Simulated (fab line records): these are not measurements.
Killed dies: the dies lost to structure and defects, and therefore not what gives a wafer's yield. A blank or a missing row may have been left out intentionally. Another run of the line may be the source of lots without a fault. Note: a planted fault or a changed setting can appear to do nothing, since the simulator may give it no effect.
Comparing a struck lot with a sound one ; flow sky130 ; 29 steps out of a route of 708
Sound: the wafers L162.1, L162.4, L162.6. The struck wafers were L160.2, L160.3, L160.6. The cause is given at the end.
Per side, at each step with rows, come the tool, then ch with its chambers, and then its first start. Under that, the readings that differ: sound wafers ; struck wafers ; difference of the means ; sigmas: that difference in standard deviations of wafers without a fault.
alike: same words and numbers on both sides, and readings whose means sit less than 2 such deviations apart. not compared: any withheld reading, any reading some wafer has no value for, any bound like >300 that may hide the same value, and any number with overlapping values for which the record gives no deviation.
A row with sigmas, a row that says differs or no value, or rows on one side alone: a step with any of these is where the two part. When numbers do not overlap yet have no deviation, they are printed without sigmas and do not part them. Lack of a reading on every wafer of one side parts them only where that side has two or more wafers.

first, 9 steps without rows for these wafers: SKY_METAL3_DESCUM_15 (chemistry O2, time 8 s); SKY_METAL3_ETCH_16 (etches BARC in N2/H2, stops on SiO2, time 88.2 s, target depth 60 nm); SKY_METAL3_ETCH_17 (etches SiO2 in C4F8/O2/Ar, stops on TiN, time 3.9 s, target depth 15 nm); SKY_METAL3_METAL_ETCH_18 (etches the open film in Cl2/BCl3, stops on SiO2, target depth 845 nm, time 183.1 s); SKY_METAL3_STRIP_19 (strips in O2/N2); SKY_METAL3_STRIP_20 (strips in post etch residue remover, time 1200 s); SKY_METAL3_CLEAN_21 (cleans in IPA, time 180 s); SKY_METAL3_CLEAN_22 (cleans in O3/DIW); SKY_VIA3_HDPCVD_00 (deposits SiO2, target thk 1635 nm, time 268.6 s).
SKY_VIA3_CMP_02: polishes SiO2.
  sound on cmp-01 ch 0,2,3, day 44 14:41; struck on cmp-01 ch 1,3, day 44 03:31
  no value came back on the struck wafers for edge_zone_pressure_frac, head_pressure_psi (psi), motor_current_A (A); on the sound wafers edge_zone_pressure_frac reads 1.010 1.004 1.000
reading;sound;struck;difference;sigmas
model.SiO2_of_VIA3_HDPCVD_00.thk_nm (nm);463.9 464.9 465.8;1592 1591 1605;+1131;
SKY_VIA3_BOW_MEAS_03:
  sound on film_metro-03 at day 44 14:56; struck on film_metro-03 at day 44 03:50
reading;sound;struck;difference;sigmas
VIA3_BOW (um);82 78 74;134 135 146;+60;+7
then, 9 steps without rows for these wafers: SKY_VIA3_DEHYDRATE_04 (time 60 s); SKY_VIA3_HMDS_05 (prime time 60 s); SKY_VIA3_COAT_06 (resist thk 60 nm); SKY_VIA3_COAT_07 (resist thk 450 nm); SKY_VIA3_SOFTBAKE_08 (time 90 s); SKY_VIA3_EXPOSE_09 (exposes mask VIM3, target cd 200 nm); SKY_VIA3_PEB_10; SKY_VIA3_DEVELOP_11 (develop time 60 s); SKY_VIA3_ETCH_14 (etches BARC in N2/H2, stops on SiO2, time 45.9 s, target depth 60 nm).
SKY_VIA3_ETCH_15: etches SiO2 in C4F8/O2/Ar, stops on TiN, target depth 507 nm, time 78 s.
  sound on rie_diel-02 ch 1,2, day 45 12:56; struck on rie_diel-04 ch 1,3, day 45 02:28
reading;sound;struck;difference;sigmas
oes_product_au (a.u.);0.950 0.951 0.940;1.650 1.605 1.604;+0.673;+99 or more
model.VIA3.feature_depth_nm (nm);463.9 464.9 465.8;517.8 497.5 501.4;+40.7;
model.etch.depth_nm (nm);463.9 464.9 465.8;517.8 497.5 501.4;+40.7;
  alike: bias_w, chamber_pressure_mTorr
  not compared: rf_hours_counter_h
then, 6 steps without rows for these wafers: SKY_VIA3_STRIP_16 (strips in O2/N2); SKY_VIA3_STRIP_17 (strips in post etch residue remover, time 1200 s); SKY_VIA3_CLEAN_18 (cleans in IPA, time 180 s); SKY_VIA3_CLEAN_19 (cleans in O3/DIW); SKY_VIA3_SPUTTER_20 (material TiN, target thk 20 nm, time 80 s); SKY_VIA3_CVD_21 (deposits W, target thk 390 nm, time 117.31 s).
SKY_VIA3_CMP_24: polishes, stops on SiO2, t overpolish 20 s, target thk 0 nm.
  sound on cmp-01 ch 0,2,3, day 45 13:56; struck on cmp-02 ch 0,1,2, day 45 03:35
reading;sound;struck;difference;sigmas
model.SiO2_of_VIA3_HDPCVD_00.thk_nm (nm);459.5 460.5 461.4;1588 1586 1601;+1131;
  alike: edge_zone_pressure_frac, head_pressure_psi, motor_current_A
-- the record jumps here: 5 days lie between the struck wafers' starts before and after (it left off in module VIA3 and takes up again in module PAD_OPEN, whose first step shown is number 708 of the route) --
SKY_PAD_OPEN_PROBE_99:
  sound on prober-02 at day 50 13:53; struck on prober-02 at day 50 07:10
reading;sound;struck;difference;sigmas
defect_limited_yield (%);77.6 80.1 79.1;0 0 0;-79;-42
killed_at_M0_to_M3;62 48 53;451 457 443;+396;+55
killed_dies;110 98 103;492 492 492;+388;+41
killed_on_rim;23 15 15;96 96 96;+78;+21
killed_open;63 55 65;49 30 43;-20;-3
sort_bin_5_function (%);12.0 11.8 12.8;94.3 94.9 94.7;+82.4;+59
sort_bin_6_memory (%);9.1 6.7 6.7;5.3 4.5 4.7;-2.7;-2
sort_n_pass;382 394 387;0 0 0;-388;-35
sort_yield_pct (%);77.6 80.1 78.7;0 0 0;-79;-36
  alike: killed_at_M4_up, killed_at_contacts, killed_at_front_end, killed_at_other, killed_short, sort_bin_3_pad_short, sort_bin_8_speed

## WHERE THEY PART
At SKY_VIA3_CMP_02 first; at SKY_PAD_OPEN_PROBE_99 last (within this record only).

WHY: whatever the simulator had introduced
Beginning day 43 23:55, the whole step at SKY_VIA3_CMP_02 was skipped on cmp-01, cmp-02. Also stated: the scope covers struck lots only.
